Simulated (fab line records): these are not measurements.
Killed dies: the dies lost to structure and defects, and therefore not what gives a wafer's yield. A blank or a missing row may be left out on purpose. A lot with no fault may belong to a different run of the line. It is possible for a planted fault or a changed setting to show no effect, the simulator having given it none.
A struck lot beside a sound one || flow sky130 || 34 out of 708 route steps
Sound: these wafers, L245.3, L245.4, L245.6. Wafers L232.2, L232.3, L232.5 were the ones struck. Last of all comes the cause.
At each step with rows: each side's tool, then ch and its chambers, then its first start. Under that, the readings that differ: sound wafers || struck wafers || difference of the means || sigmas: that difference in standard deviations of wafers without a fault.
alike: words and numbers the same on both sides, and readings whose means are apart by under 2 such deviations; not compared: readings that were withheld, readings missing a value for some wafer, numbers with overlapping values and no deviation given by the record, and bounds like >300 which may hide the same value.
A row with sigmas, a row that says differs or no value, or rows on one side alone: a step with any of these is where the two part. Numbers that have no deviation but don't overlap get no sigmas and don't part them. Lack of a reading on every wafer of one side parts them only where that side has two or more wafers.

first, 7 steps without rows for these wafers: SKY_SONOS_TUNNEL_DEVELOP_06 (develop time 60 s); SKY_SONOS_TUNNEL_IMPLANT_09; SKY_SONOS_TUNNEL_WET_ETCH_10 (etches SiO2 in dHF, target depth 14 nm, time 280 s); SKY_SONOS_TUNNEL_STRIP_11 (strips in SPM, time 600 s); SKY_SONOS_TUNNEL_CLEAN_13 (cleans in dHF, time 20 s); SKY_SONOS_ONO_OXIDATION_00 (stabilise 600 s, purge 300 s, target thk 2.6 nm); SKY_SONOS_ONO_CVD_02 (deposits Si3N4 from DCS/NH3, target thk 10.5 nm, time 180 s).
SKY_SONOS_ONO_CVD_04: deposits SiO2 from SiH4/N2O, target thk 5.7199 nm.
  sound on lpcvd-03 ch 0, day 19 00:20; struck on lpcvd-03 ch 1, day 14 13:55
{"reading": "spike_tc_bottom_C (C)", "sound": "918.8 917.6 918.3", "struck": "910.2 909.9 909.1", "difference": -8.5, "sigmas": -8}
{"reading": "spike_tc_centre_C (C)", "sound": "900.0 902.3 902.4", "struck": "894.8 894.1 896.1", "difference": -6.6, "sigmas": -7}
{"reading": "spike_tc_lower_C (C)", "sound": "899.8 898.3 898.8", "struck": "938.8 941.1 939.5", "difference": "+40.8", "sigmas": "+34"}
{"reading": "zone_power_bottom_pct (%)", "sound": "28.0 28.3 27.5", "struck": "22.3 22.3 22.7", "difference": -5.5, "sigmas": -7}
{"reading": "zone_power_centre_pct (%)", "sound": "19.5 19.2 19.2", "struck": "7.8 7.7 8.0", "difference": -11.5, "sigmas": -4}
{"reading": "zone_power_lower_pct (%)", "sound": "16.6 16.6 16.9", "struck": "28.7 28.9 28.7", "difference": "+12.1", "sigmas": "+15"}
{"reading": "model.SiO2_of_SONOS_ONO_CVD_04.thk_nm (nm)", "sound": "5.709 5.834 5.758", "struck": "5.906 5.907 5.904", "difference": "+0.139", "sigmas": ""}
  alike: susceptor_temp_C
SKY_SONOS_ONO_THK_MEAS_05:
  sound: film_metro-01 at day 19 01:36; struck: film_metro-01 at day 14 15:49
  alike: SONOS_ONO_CVD_04_THK
then, 23 steps without rows for these wafers: SKY_SONOS_ONO_DEHYDRATE_06 (time 60 s); SKY_SONOS_ONO_HMDS_07 (prime time 60 s); SKY_SONOS_ONO_COAT_08 (resist thk 1140 nm); SKY_SONOS_ONO_SOFTBAKE_09 (time 60 s); SKY_SONOS_ONO_EXPOSE_10 (exposes mask ONOM, target cd 410 nm); SKY_SONOS_ONO_PEB_11; SKY_SONOS_ONO_DEVELOP_12 (develop time 60 s); SKY_SONOS_ONO_ETCH_15 (etches the open film in CHF3/O2, target depth 19.52 nm, time 7.8 s); SKY_SONOS_ONO_WET_ETCH_16 (etches SiO2 in dHF, target depth 14 nm, time 280 s); SKY_SONOS_ONO_STRIP_17 (strips in O2/N2); SKY_SONOS_ONO_WET_ETCH_18 (etches Si3N4 in H3PO4, target depth 15 nm, time 172 s); SKY_GATE_OXIDE_CLEAN_00 (cleans in SC1/SC2, time 150 s); SKY_GATE_OXIDE_OXIDATION_01 (stabilise 600 s, purge 300 s, target thk 10.268 nm); SKY_GATE_OXIDE_DEHYDRATE_03 (time 60 s); SKY_GATE_OXIDE_HMDS_04 (prime time 60 s); SKY_GATE_OXIDE_COAT_05 (resist thk 1140 nm); SKY_GATE_OXIDE_SOFTBAKE_06 (time 60 s); SKY_GATE_OXIDE_EXPOSE_07 (exposes mask LVOM, target cd 600 nm); SKY_GATE_OXIDE_PEB_08; SKY_GATE_OXIDE_DEVELOP_09 (develop time 60 s); SKY_GATE_OXIDE_IMPLANT_11; SKY_GATE_OXIDE_WET_ETCH_12 (etches SiO2 in dHF, target depth 16.8 nm, time 336 s); SKY_GATE_OXIDE_STRIP_13 (strips in O2/N2).
-- the record jumps here: 2 days lie between the struck wafers' starts before and after --
SKY_GATE_OXIDE_CLEAN_15: cleans in SC1/SC2, time 150 s.
  sound on wet_bench-03 ch 3, day 21 16:21; struck on wet_bench-01 ch 1, day 17 02:45
{"reading": "model.SiO2_of_SONOS_ONO_CVD_04.thk_nm (nm)", "sound": "4.178 4.308 4.228", "struck": "4.395 4.391 4.387", "difference": "+0.153", "sigmas": ""}
-- a jump in the record: the struck wafers' starts before and after are 31 days apart (it breaks off in module GATE_OXIDE and resumes in module PAD_OPEN, where the first step shown is number 708 of the route) --
SKY_PAD_OPEN_PROBE_99:
  sound: prober-02 at day 50 17:02; struck: prober-02 at day 47 23:35
{"reading": "killed_at_contacts", "sound": "21 14 23", "struck": "28 27 35", "difference": "+11", "sigmas": "+2"}
{"reading": "killed_at_other", "sound": "0 1 3", "struck": "0 0 0", "difference": -1, "sigmas": -3}
{"reading": "model.etest.sonos_erased.drive_ua_um", "sound": "194.5 195.3 174.2", "struck": "219 217.5 210.9", "difference": "+28", "sigmas": ""}
  alike: killed_at_M0_to_M3, killed_at_M4_up, killed_at_front_end, killed_dies, killed_open, killed_short
  not compared: model.etest.sonos_uncharged.r_on_ohm_um, model.etest.sonos_programmed.off_log10_a_um, model.etest.cap_ono.gate_log10_a_cm2, model.etest.cap_ono.gate_bv_v, model.etest.cap_ono.tox_acc_nm, model.etest.sonos_programmed.vt_v, model.etest.sonos_erased.vt_v

## WHERE THEY PART
First at SKY_SONOS_ONO_CVD_04; last, within this record, at SKY_PAD_OPEN_PROBE_99.

WHY: the cause the simulator had injected
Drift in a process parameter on lpcvd-03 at SKY_SONOS_ONO_CVD_04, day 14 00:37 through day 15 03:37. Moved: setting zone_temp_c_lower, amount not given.
